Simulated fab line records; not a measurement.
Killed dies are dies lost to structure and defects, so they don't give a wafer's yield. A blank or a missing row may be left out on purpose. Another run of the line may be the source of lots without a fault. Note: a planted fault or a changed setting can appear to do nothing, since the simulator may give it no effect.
A lot that was struck, set against a sound lot || flow sky130 || 43 steps out of a route of 708
Sound: these wafers, L903.1, L903.3, L903.4. Struck: wafer L905.1. (L905.3, L905.5 of the same lot were not struck and are left out.) The cause comes at the end.
Per side, at each step with rows, come the tool, then ch with its chambers, and then its first start. Under that, the readings that differ: sound wafers || struck wafers || difference of the means || sigmas: that difference in standard deviations of wafers without a fault.
alike: words and numbers the same on both sides, and readings whose means are apart by under 2 such deviations; not compared: readings that were withheld, readings missing a value for some wafer, numbers with overlapping values and no deviation given by the record, and bounds like >300 which may hide the same value.
Wherever a step has rows on one side only, a row that says differs or no value, or a row with sigmas, the two part there. When numbers do not overlap yet have no deviation, they are printed without sigmas and do not part them. A reading that every wafer of one side lacks parts them only if that side has two wafers or more.

first, 5 steps without rows for these wafers: SKY_VIA4_COAT_06 (resist thk 1140 nm); SKY_VIA4_SOFTBAKE_07 (time 60 s); SKY_VIA4_EXPOSE_08 (exposes mask VIM4, target cd 800 nm); SKY_VIA4_PEB_09; SKY_VIA4_DEVELOP_10 (develop time 60 s).
SKY_VIA4_OVL_MEAS_11:
  sound on overlay-02 at day 47 11:09; struck on overlay-01 at day 47 18:59
  alike: VIA4_OVL
SKY_VIA4_ETCH_12: etches SiO2 in C4F8/O2/Ar, stops on TiN, target depth 580 nm.
  sound on rie diel-03 ch 1,2,3, day 47 11:11; struck on rie diel-04 ch 3, day 47 19:01
  alike: oes product au
then, 5 steps without rows for these wafers: SKY_VIA4_STRIP_13 (strips in O2/N2); SKY_VIA4_STRIP_14 (strips in post etch residue remover, time 1200 s); SKY_VIA4_CLEAN_15 (cleans in IPA, time 180 s); SKY_VIA4_CLEAN_16 (cleans in O3/DIW); SKY_VIA4_SPUTTER_17 (material TiN, target thk 20 nm, time 80 s).
SKY_VIA4_CVD_18: deposits W, target thk 505 nm, time 152.14 s.
  sound on cvd w-01 ch 0, day 47 11:58; struck on cvd w-02 ch 1, day 47 20:29
  alike: heater power outer w, heater power w, susceptor temp C
  not compared: since wet clean h
SKY_VIA4_RS_MEAS_19: measurement is done with a four-point probe.
  sound on film metro-02 at day 47 12:17; struck on film metro-02 at day 47 20:38
  alike: VIA4_W_RS
SKY_VIA4_THK_MEAS_20: measures by xrf.
  sound on film metro-02 at day 47 12:24; struck on film metro-02 at day 47 20:46
  alike: VIA4_W_THK
then, 1 step without rows for these wafers: SKY_VIA4_CMP_21 (polishes, stops on SiO2, t overpolish 25 s, target thk 0 nm).
SKY_METAL5_SPUTTER_00: material Ti, target thk 15 nm, time 10 s.
  sound on pvd sputter-03 at day 47 12:46; struck on pvd sputter-02 at day 47 21:47
{"reading": "throttle valve pct (%)", "sound": "29.7 29.7 28.8", "struck": 31.2, "difference": "+1.8", "sigmas": "+3"}
SKY_METAL5_SPUTTER_01: material TiN, target thk 20 nm, time 16.7 s.
  sound on pvd sputter-03 at day 47 12:47; struck on pvd sputter-02 at day 47 21:49
{"reading": "throttle valve pct (%)", "sound": "29.8 29.6 29.0", "struck": 30.8, "difference": "+1.3", "sigmas": "+2"}
then, 1 step without rows for these wafers: SKY_METAL5_SPUTTER_02 (material AlCu, target thk 1150 nm, time 61.2 s).
SKY_METAL5_SPUTTER_03: material Ti, target thk 5 nm, time 3.408 s.
  sound on pvd sputter-03 at day 47 12:52; struck on pvd sputter-02 at day 47 21:53
  alike: throttle valve pct
then, 1 step without rows for these wafers: SKY_METAL5_SPUTTER_04 (material TiN, target thk 70 nm, time 58.3 s).
SKY_METAL5_RS_MEAS_05: measurement is done with a four-point probe.
  sound on film metro-04 at day 47 12:55; struck on film metro-02 at day 47 21:57
  alike: METAL5_ALCU_RS
SKY_METAL5_THK_MEAS_06: measures by xrf.
  sound on film metro-04 at day 47 13:02; struck on film metro-02 at day 47 22:04
  alike: METAL5_ALCU_THK
then, 14 steps without rows for these wafers: SKY_METAL5_DEHYDRATE_07 (time 60 s); SKY_METAL5_HMDS_08 (prime time 60 s); SKY_METAL5_COAT_09 (resist thk 1800 nm); SKY_METAL5_SOFTBAKE_10 (time 60 s); SKY_METAL5_EXPOSE_11 (exposes mask MM5, target cd 1600 nm); SKY_METAL5_PEB_12; SKY_METAL5_DEVELOP_13 (develop time 60 s); SKY_METAL5_DESCUM_14 (chemistry O2, time 11 s); SKY_METAL5_METAL_ETCH_15 (etches the open film in Cl2/BCl3, stops on SiO2, target depth 1260 nm, time 252 s); SKY_METAL5_STRIP_16 (strips in O2/N2); SKY_METAL5_STRIP_17 (strips in post etch residue remover, time 1200 s); SKY_METAL5_CLEAN_18 (cleans in IPA, time 180 s); SKY_METAL5_CLEAN_19 (cleans in O3/DIW); SKY_PASSIVATION_CVD_00 (deposits SiO2, target thk 90 nm).
SKY_PASSIVATION_THK_MEAS_01:
  sound on film metro-01 at day 48 07:42; struck on film metro-03 at day 48 17:10
  alike: PASSIVATION_CVD_00_THK
SKY_PASSIVATION_CVD_02: deposits Si3N4, target thk 540 nm.
  sound on pecvd-03 ch 0,1, day 48 07:46; struck on pecvd-01 ch 2, day 48 17:14
  alike: heater power outer w, heater power w, susceptor temp C
SKY_PASSIVATION_THK_MEAS_03:
  sound on film metro-04 at day 48 07:59; struck on film metro-01 at day 48 17:28
  alike: PASSIVATION_CVD_02_THK
then, 2 steps without rows for these wafers: SKY_PASSIVATION_DEHYDRATE_04 (time 60 s); SKY_PASSIVATION_HMDS_05 (prime time 60 s).
SKY_PAD_OPEN_PROBE_99:
  sound on prober-02 at day 49 22:40; struck on prober-01 at day 50 08:09
{"reading": "defect limited yield (%)", "sound": "80.9 85.4 81.9", "struck": 75.2, "difference": -7.5, "sigmas": -4}
{"reading": "killed_at_M4_up", "sound": "3 4 7", "struck": 27, "difference": "+22", "sigmas": "+12"}
{"reading": "killed at contacts", "sound": "29 21 21", "struck": 36, "difference": "+12", "sigmas": "+3"}
{"reading": "killed at front end", "sound": "12 9 12", "struck": 20, "difference": "+9", "sigmas": "+2"}
{"reading": "killed dies", "sound": "94 72 89", "struck": 122, "difference": "+37", "sigmas": "+4"}
{"reading": "sort_bin_3_pad_short (%)", "sound": "1.4 0.6 1.2", "struck": 2.4, "difference": "+1.3", "sigmas": "+3"}
{"reading": "sort_bin_5_function (%)", "sound": "9.6 10.0 10.4", "struck": 13.4, "difference": "+3.4", "sigmas": "+3"}
{"reading": "sort_bin_6_memory (%)", "sound": "8.1 4.1 6.5", "struck": 8.9, "difference": "+2.7", "sigmas": "+2"}
{"reading": "sort n pass", "sound": "398 420 403", "struck": 370, "difference": -37, "sigmas": -4}
{"reading": "sort yield pct (%)", "sound": "80.9 85.4 81.9", "struck": 75.2, "difference": -7.5, "sigmas": -4}
{"reading": "model.etest.tester.sort n pass", "sound": "398 420 403", "struck": 370, "difference": -37, "sigmas": ""}
{"reading": "model.etest.tester.sort yield pct (%)", "sound": "80.89 85.37 81.91", "struck": 75.2, "difference": -7.5, "sigmas": ""}
{"reading": "model.etest.tester.sort_bin_5_pct (%)", "sound": "9.553 9.959 10.37", "struck": 13.41, "difference": "+3.45", "sigmas": ""}
{"reading": "model.etest.tester.sort_bin_3_pct (%)", "sound": "1.423 0.6098 1.22", "struck": 2.439, "difference": "+1.355", "sigmas": ""}
  alike: killed_at_M0_to_M3, killed at other, killed open, killed short

WHERE THEY PART
Earliest at SKY_METAL5_SPUTTER_00; latest, in this record, at SKY_PAD_OPEN_PROBE_99.

WHY: the cause the simulator had injected
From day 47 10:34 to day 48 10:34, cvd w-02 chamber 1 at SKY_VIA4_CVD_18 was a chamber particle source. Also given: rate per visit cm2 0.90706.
